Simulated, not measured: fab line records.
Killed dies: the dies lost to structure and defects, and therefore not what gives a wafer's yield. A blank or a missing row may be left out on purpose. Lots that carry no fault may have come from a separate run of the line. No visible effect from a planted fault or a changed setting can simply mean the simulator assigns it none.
Matching of chambers    flow sky130    4 sister chambers for SKY_VIA2_ETCH_14 on rie-diel-03
The step etches BARC in N2/H2, stops on SiO2, time 47.49 s, target depth 60 nm. 20 wafers are shown with their chamber, then 10 later ones without.

## WAFERS WITH THEIR CHAMBER
wafer   chamber  h2-flow-sccm (sccm)  oes-product-au (a.u.)  throttle-valve-pct (%)
L077.1  3        199.5                0.846                  13.233
L077.2  1        199.5                0.840                  13.205
L077.3  2        199.9                0.847                  13.232
L080.3  2        200.0                0.849                  13.204
L080.4  2        200.6                0.853                  13.230
L080.5  3        199.3                0.851                  13.212
L083.2  3        201.0                0.841                  13.222
L083.3  1        199.3                0.845                  13.229
L083.6  1        200.0                0.853                  13.234
L086.1  3        200.0                0.847                  13.225
L086.3  1        199.3                0.854                  13.225
L086.5  2        200.8                0.855                  13.225
L090.1  1        200.5                0.845                  13.222
L090.5  1        199.8                0.851                  13.235
L090.6  2        200.6                0.845                  13.228
L091.1  0        199.9                0.850                  13.229
L091.2  3        200.1                0.845                  13.215
L091.5  3        199.8                0.849                  13.223
L093.1  3        199.9                0.848                  13.226
L093.4  0        200.0                0.849                  13.216

SIGNATURES, as means of the wafers listed above
reading             chamber 0  chamber 1  chamber 2  chamber 3  scatter within a chamber
h2-flow-sccm        199.950    199.733    200.380    199.943    0.469
oes-product-au      0.84950    0.84800    0.84980    0.84671    0.0042
throttle-valve-pct  13.22250   13.22500   13.22380   13.22229   0.00969
Rule: a wafer lies at a distance from a chamber equal to the root of the sum of squares, over the readings, of (its reading less the chamber's mean, divided by the reading's scatter). The wafer belongs to the nearest chamber; if the next one is less than 2 further off, it can't be placed. The scatter is the square root of a quotient: the sum, over the shown wafers, of each reading's squared deviation from its chamber's mean, divided by wafers minus chambers.

## WAFERS MISSING THEIR CHAMBER
wafer   h2-flow-sccm (sccm)  oes-product-au (a.u.)  throttle-valve-pct (%)
L093.5  199.4                0.841                  13.210
L092.1  199.7                0.843                  13.226
L092.3  200.1                0.846                  13.217
L092.4  197.9                0.847                  13.234
L095.1  200.0                0.843                  13.220
L095.4  199.4                0.848                  13.238
L095.5  200.5                0.847                  13.228
L097.1  199.5                0.842                  13.232
L097.3  199.3                0.851                  13.207
L097.5  198.9                0.851                  13.227

## WHICH CHAMBER EACH WENT THROUGH
wafer   from the rows above                in truth
L093.5  can't be placed: 3 or 1 or 0 or 2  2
L092.1  can't be placed: 3 or 1 or 0 or 2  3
L092.3  can't be placed: 3 or 0 or 1 or 2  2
L092.4  can't be placed: 1 or 3 or 0 or 2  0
L095.1  can't be placed: 3 or 1 or 0 or 2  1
L095.4  can't be placed: 1 or 0 or 3 or 2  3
L095.5  can't be placed: 2 or 3 or 0 or 1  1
L097.1  can't be placed: 1 or 3 or 0 or 2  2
L097.3  can't be placed: 0 or 1 or 3 or 2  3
L097.5  can't be placed: 1 or 0 or 3 or 2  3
0 of 10 placed correctly. These rows do not allow placing 10 (true chamber among the candidates in 10). Placed wrongly: 0.
